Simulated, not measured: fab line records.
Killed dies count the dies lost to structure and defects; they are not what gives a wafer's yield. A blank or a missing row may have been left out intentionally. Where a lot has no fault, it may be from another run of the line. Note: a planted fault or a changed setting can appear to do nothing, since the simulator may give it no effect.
Check of tool commonality ; flow sky130 ; 13 lots, 45 wafers sampled

THE REASON FOR OPENING IT
SKY_VT_ADJUST_NCORE_TW_MEAS_11, reading VT_ADJUST_NCORE_TW: flagged on 2 of 13 lots. Wafers without a fault read 218.0, standard deviation 2.3.
Rule: a lot is flagged when every wafer of it that has a number lies more than 4 standard deviations from that mean, or none has a number. The other lots count as sound.

lot;measured;on;VT_ADJUST_NCORE_TW, wafer by wafer;flag
L979;day 8 17:50;film metro-04;216.0 216.6 216.7;
L980;day 8 23:17;film metro-01;220.7 220.4 219.9;
L983;day 10 04:23;film metro-04;218.0 216.9 216.4;
L982;day 10 06:11;film metro-01;221.9 220.9 221.0;
L985;day 10 14:57;film metro-04;178.3 177.8 177.8 178.4 177.6 177.5;FLAGGED
L986;day 11 01:53;film metro-01;219.5 220.7 220.5;
L988;day 11 14:53;film metro-03;177.2 176.6 177.3 177.1 177.6 177.4;FLAGGED
L993;day 12 21:00;film metro-03;216.4 216.9 216.4;
L994;day 13 02:29;film metro-04;215.5 215.1 215.3;
L998;day 14 09:58;film metro-01;220.5 220.0 221.2;
L999;day 14 15:40;film metro-01;218.4 219.7 220.1;
L100;day 14 19:14;film metro-01;220.6 220.4 221.6;
L101;day 15 09:23;film metro-01;220.9 219.8 221.7;
The numbers of the flagged lots are 177.6 on average: -40.4 against the usual, or -18 standard deviations.

WHICH TOOL EACH LOT WENT THROUGH
The record keeps 1 process step preceding the reading, out of 708 steps on the route. Cell contents, in order: the tool; ch with the chambers the sampled wafers went through; the start.
lot;flag;SKY_VT_ADJUST_NCORE_IMPLANT_09
L979;;implanter-03 ch 0, day 8 17:37
L980;;implanter-02 ch 0, day 8 23:05
L983;;implanter-03 ch 0, day 10 04:08
L982;;implanter-03 ch 0, day 10 05:56
L985;FLAGGED;implanter-03 ch 0, day 10 14:43
L986;;implanter-01 ch 0, day 11 01:38
L988;FLAGGED;implanter-03 ch 0, day 11 14:38
L993;;implanter-02 ch 0, day 12 20:46
L994;;implanter-01 ch 0, day 13 02:14
L998;;implanter-02 ch 0, day 14 09:43
L999;;implanter-03 ch 0, day 14 15:26
L100;;implanter-01 ch 0, day 14 18:59
L101;;implanter-01 ch 0, day 15 09:08
What the steps here do:
- SKY_VT_ADJUST_NCORE_IMPLANT_09
- SKY_VT_ADJUST_NCORE_TW_MEAS_11

FLAGGED AGAINST TOTAL, ONE TOOL AT A TIME (gauges that did the reading follow at the end)
step;tool;lots run;flagged;share of the flagged lots;sound lots run after its first flagged lot
SKY_VT_ADJUST_NCORE_IMPLANT_09;implanter-01;4;0;none;-
SKY_VT_ADJUST_NCORE_IMPLANT_09;implanter-02;3;0;none;-
SKY_VT_ADJUST_NCORE_IMPLANT_09;implanter-03;6;2;all;1 (L999)
SKY_VT_ADJUST_NCORE_TW_MEAS_11;film metro-01;7;0;none;-
SKY_VT_ADJUST_NCORE_TW_MEAS_11;film metro-03;2;1;some;1 (L993)
SKY_VT_ADJUST_NCORE_TW_MEAS_11;film metro-04;4;1;some;1 (L994)

WHAT THE TABLE ALLOWS
1 row of the table ran every flagged lot: implanter-03 at SKY_VT_ADJUST_NCORE_IMPLANT_09.
- implanter-03 at SKY_VT_ADJUST_NCORE_IMPLANT_09 ran 6 lots, 2 of them flagged. Sound lots followed the first flagged one (L999) on it, something a lasting fault affecting the whole tool could not allow. Its own readings lie more than 4 standard deviations out on every wafer of the flagged lots: dose ions cm2, faraday current uA.
There is no row in the table that ran each flagged lot and no sound lot after the first.

WHAT HAD BEEN PUT IN BY THE SIMULATOR
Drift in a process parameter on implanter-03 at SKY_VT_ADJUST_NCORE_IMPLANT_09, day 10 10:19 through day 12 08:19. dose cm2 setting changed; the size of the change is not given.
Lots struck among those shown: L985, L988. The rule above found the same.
